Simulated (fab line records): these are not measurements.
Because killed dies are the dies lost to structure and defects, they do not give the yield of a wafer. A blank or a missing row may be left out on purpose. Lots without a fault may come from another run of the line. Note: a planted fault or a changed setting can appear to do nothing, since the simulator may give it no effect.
Which tool was responsible? :: flow sky130 :: 9 lots, 27 wafers sampled, at 5 steps of a route of 708

## WHAT THE GAUGES READ, wafer by wafer
SKY_VIA3_BOW_MEAS_03.
lot: L436
measured: day 39 03:47
on: film_metro-02
VIA3_BOW (um): 71 78 74

lot: L437
measured: day 39 08:31
on: film_metro-01
VIA3_BOW (um): 78 89 82

lot: L439
measured: day 39 16:40
on: film_metro-03
VIA3_BOW (um): 82 81 84

lot: L441
measured: day 40 14:04
on: film_metro-02
VIA3_BOW (um): 85 80 74

lot: L442
measured: day 40 14:30
on: film_metro-02
VIA3_BOW (um): 77 71 74

lot: L444
measured: day 41 06:08
on: film_metro-02
VIA3_BOW (um): 85 87 75

lot: L448
measured: day 42 16:28
on: film_metro-02
VIA3_BOW (um): 60 80 89

lot: L454
measured: day 44 15:01
on: film_metro-02
VIA3_BOW (um): 81 68 79

lot: L455
measured: day 44 15:25
on: film_metro-02
VIA3_BOW (um): 74 69 70

SKY_METAL5_RS_MEAS_05: a four-point-probe measurement.
lot: L436
measured: day 43 08:56
on: film_metro-03
METAL5_ALCU_RS (ohm/sq): 0.0271 0.0269 0.0268

lot: L437
measured: day 43 13:23
on: film_metro-03
METAL5_ALCU_RS (ohm/sq): 0.0270 0.0267 0.0270

lot: L439
measured: day 43 21:02
on: film_metro-04
METAL5_ALCU_RS (ohm/sq): 0.0316 0.0317 0.0322

lot: L441
measured: day 44 17:01
on: film_metro-04
METAL5_ALCU_RS (ohm/sq): 0.0326 0.0320 0.0325

lot: L442
measured: day 44 18:17
on: film_metro-04
METAL5_ALCU_RS (ohm/sq): 0.0321 0.0320 0.0323

lot: L444
measured: day 45 05:08
on: film_metro-02
METAL5_ALCU_RS (ohm/sq): 0.0268 0.0269 0.0273

lot: L448
measured: day 46 13:26
on: film_metro-04
METAL5_ALCU_RS (ohm/sq): 0.0274 0.0268 0.0273

lot: L454
measured: day 48 05:21
on: film_metro-03
METAL5_ALCU_RS (ohm/sq): 0.0275 0.0275 0.0276

lot: L455
measured: day 48 07:33
on: film_metro-03
METAL5_ALCU_RS (ohm/sq): 0.0276 0.0272 0.0275

SKY_METAL5_THK_MEAS_06: measures by xrf.
lot: L436
measured: day 43 09:04
on: film_metro-03
METAL5_ALCU_THK (nm): 1170 1169 1179

lot: L437
measured: day 43 13:30
on: film_metro-03
METAL5_ALCU_THK (nm): 1169 1188 1166

lot: L439
measured: day 43 21:09
on: film_metro-04
METAL5_ALCU_THK (nm): 996 985 981

lot: L441
measured: day 44 17:07
on: film_metro-04
METAL5_ALCU_THK (nm): 974 986 975

lot: L442
measured: day 44 18:24
on: film_metro-04
METAL5_ALCU_THK (nm): 982 988 978

lot: L444
measured: day 45 05:15
on: film_metro-02
METAL5_ALCU_THK (nm): 1183 1192 1173

lot: L448
measured: day 46 13:33
on: film_metro-04
METAL5_ALCU_THK (nm): 1145 1160 1143

lot: L454
measured: day 48 05:28
on: film_metro-03
METAL5_ALCU_THK (nm): 1146 1154 1151

lot: L455
measured: day 48 07:39
on: film_metro-03
METAL5_ALCU_THK (nm): 1139 1169 1151

## WHAT TOOL EACH LOT RAN ON (gives the tool, then ch and the chambers of the sampled wafers, and finally the start)
lot: L436
SKY_METAL3_STRIP_19: plasma_asher-03 ch 0, day 39 02:40
SKY_METAL5_SPUTTER_02: pvd_sputter-03, day 43 08:49

lot: L437
SKY_METAL3_STRIP_19: plasma_asher-04 ch 0,1, day 39 07:20
SKY_METAL5_SPUTTER_02: pvd_sputter-03, day 43 13:15

lot: L439
SKY_METAL3_STRIP_19: plasma_asher-03 ch 0,1, day 39 15:30
SKY_METAL5_SPUTTER_02: pvd_sputter-03, day 43 20:55

lot: L441
SKY_METAL3_STRIP_19: plasma_asher-02 ch 0,1, day 40 12:56
SKY_METAL5_SPUTTER_02: pvd_sputter-03, day 44 16:52

lot: L442
SKY_METAL3_STRIP_19: plasma_asher-02 ch 0,1, day 40 13:23
SKY_METAL5_SPUTTER_02: pvd_sputter-03, day 44 18:10

lot: L444
SKY_METAL3_STRIP_19: plasma_asher-02 ch 0,1, day 41 04:55
SKY_METAL5_SPUTTER_02: pvd_sputter-02, day 45 05:01

lot: L448
SKY_METAL3_STRIP_19: plasma_asher-02 ch 0,1, day 42 15:18
SKY_METAL5_SPUTTER_02: pvd_sputter-04, day 46 13:19

lot: L454
SKY_METAL3_STRIP_19: plasma_asher-03 ch 0,1, day 44 13:54
SKY_METAL5_SPUTTER_02: pvd_sputter-04, day 48 05:14

lot: L455
SKY_METAL3_STRIP_19: plasma_asher-02 ch 0,1, day 44 14:17
SKY_METAL5_SPUTTER_02: pvd_sputter-03, day 48 07:23
- SKY_METAL3_STRIP_19: strips in O2/N2.
- SKY_METAL5_SPUTTER_02: material AlCu, target thk 1150 nm, time 61.2 s.

## WHAT THE TOOLS THEMSELVES READ (means of the sampled wafers that have a number; where no wafer has one, the mark that the record gives instead)
SKY_METAL3_STRIP_19.
lot: L436
tool: plasma_asher-03
drypump_motor_current_A (A): 5.8
oes_product_au (a.u.): 0.511
strip_time_to_endpoint_s (s): 6.69

lot: L437
tool: plasma_asher-04
drypump_motor_current_A (A): 6.1
oes_product_au (a.u.): 0.504
strip_time_to_endpoint_s (s): 6.62

lot: L439
tool: plasma_asher-03
drypump_motor_current_A (A): 5.7
oes_product_au (a.u.): 0.499
strip_time_to_endpoint_s (s): 6.56

lot: L441
tool: plasma_asher-02
drypump_motor_current_A (A): 5.9
oes_product_au (a.u.): 0.506
strip_time_to_endpoint_s (s): 6.62

lot: L442
tool: plasma_asher-02
drypump_motor_current_A (A): 5.9
oes_product_au (a.u.): 0.502
strip_time_to_endpoint_s (s): 6.57

lot: L444
tool: plasma_asher-02
drypump_motor_current_A (A): 5.9
oes_product_au (a.u.): 0.503
strip_time_to_endpoint_s (s): 6.53

lot: L448
tool: plasma_asher-02
drypump_motor_current_A (A): 5.9
oes_product_au (a.u.): 0.513
strip_time_to_endpoint_s (s): 6.76

lot: L454
tool: plasma_asher-03
drypump_motor_current_A (A): 5.7
oes_product_au (a.u.): 0.508
strip_time_to_endpoint_s (s): 6.64

lot: L455
tool: plasma_asher-02
drypump_motor_current_A (A): 6.0
oes_product_au (a.u.): 0.508
strip_time_to_endpoint_s (s): 6.61

SKY_METAL5_SPUTTER_02.
lot: L436
tool: pvd_sputter-03
chamber_pressure_pa (Pa): 0.3997
throttle_valve_pct (%): 31.2

lot: L437
tool: pvd_sputter-03
chamber_pressure_pa (Pa): 0.3996
throttle_valve_pct (%): 30.3

lot: L439
tool: pvd_sputter-03
chamber_pressure_pa (Pa): 0.6937
throttle_valve_pct (%): 22.8

lot: L441
tool: pvd_sputter-03
chamber_pressure_pa (Pa): 0.6926
throttle_valve_pct (%): 23.8

lot: L442
tool: pvd_sputter-03
chamber_pressure_pa (Pa): 0.6932
throttle_valve_pct (%): 23.7

lot: L444
tool: pvd_sputter-02
chamber_pressure_pa (Pa): 0.3999
throttle_valve_pct (%): 30.2

lot: L448
tool: pvd_sputter-04
chamber_pressure_pa (Pa): 0.4008
throttle_valve_pct (%): 29.2

lot: L454
tool: pvd_sputter-04
chamber_pressure_pa (Pa): 0.4002
throttle_valve_pct (%): 29.9

lot: L455
tool: pvd_sputter-03
chamber_pressure_pa (Pa): 0.4003
throttle_valve_pct (%): 30.9

## THE ANSWER, worked out from the rows above alone
Rule: what is usual is taken from the lots themselves. Put in order of their means at a reading, lots are off if they are a third of the lots or fewer, leave a main group of 4 or more, and stand apart from it by a gap of 3 or more times the standard deviation of the main group's means; of several such gaps the widest counts. If all means in a main group match to the digits the tables above print for the reading, that group is not used. A lot without any number at a reading at which 4 lots or more have one is off too. All remaining lots with rows at the step are treated as sound. After the gauges, taken in route order, come the tools' own readings; for these a lot's mean is taken, as printed above. At the first step where some lot is off, the reading lying furthest off is the one used; lots without a number count as furthest.
Off: L439, L441, L442, seen at SKY_METAL5_RS_MEAS_05 (METAL5_ALCU_RS). The main group: mean 0.0272 ohm/sq, standard deviation 0.00024.
If a tool, at a process step before that reading, ran all the lots that are off and no sound lot after the first of them, it fits. The gauges at SKY_METAL5_RS_MEAS_05 aren't tried: what is off there is off at SKY_METAL5_SPUTTER_02 too, on other tools, and a gauge's error can't cause that. None of those tried fits.

## WHAT THE SIMULATOR PUT IN
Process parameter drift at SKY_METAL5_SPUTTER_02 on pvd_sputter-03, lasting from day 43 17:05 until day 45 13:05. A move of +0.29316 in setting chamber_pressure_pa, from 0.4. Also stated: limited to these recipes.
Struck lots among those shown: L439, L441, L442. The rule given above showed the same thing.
